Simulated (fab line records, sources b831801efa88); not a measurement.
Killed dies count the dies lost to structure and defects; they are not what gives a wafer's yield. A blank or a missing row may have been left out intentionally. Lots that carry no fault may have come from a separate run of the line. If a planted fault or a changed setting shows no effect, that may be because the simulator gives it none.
2 desks, one fault	flow gf180mcu	every desk sees just its own numbers, and what lay behind them comes last

## AT THE METROLOGY DESK
Means of the sampled wafers that have a number, per lot and without regard to the tool the lot ran on: this is what the gauges read. Any lot whose mean is over 4 standard deviations away from the usual mean is out of limits and marked OUT; that distance is given in the brackets.
Columns: A = V1_W_RS at GF_V1_RS_MEAS_24, usual 0.328 ohm/sq; B = V1_W_THK at GF_V1_THK_MEAS_25, usual 333 nm
lot	first seen here	A	B
L903	day 19 21:20	0.329	332
L906	day 21 00:14	0.334	327
L909	day 22 05:11	0.326	333
L910	day 22 15:09	0.330	336
L917	day 24 16:38	0.332	330
L918	day 25 04:12	0.330	335
This desk's finding: nothing out of limits on any of the 6 lots.

## FOR THE TOOL OWNER'S DESK: pvd_sputter-02
The tool's own readings at GF_M2_SPUTTER_02 (material AlCu, target thk 450 nm, time 23.9 s): means of the sampled wafers that have a number, for each lot that ran on this tool. Any lot whose mean is over 4 standard deviations away from the usual mean is out of limits and marked OUT; that distance is given in the brackets.
Columns: A = throttle_valve_pct at GF_M2_SPUTTER_02, usual 29.9 %
lot	first seen here	A
L909	day 22 05:48	29.8
L917	day 24 19:55	30.5
L918	day 25 04:47	30.6
This desk's finding: nothing out of limits on any of the 3 lots.

## TAKEN TOGETHER
Metrology desk: nothing out of limits seen.
The desk of the tool owner found nothing out of limits.

## WHAT THE SIMULATOR PUT IN
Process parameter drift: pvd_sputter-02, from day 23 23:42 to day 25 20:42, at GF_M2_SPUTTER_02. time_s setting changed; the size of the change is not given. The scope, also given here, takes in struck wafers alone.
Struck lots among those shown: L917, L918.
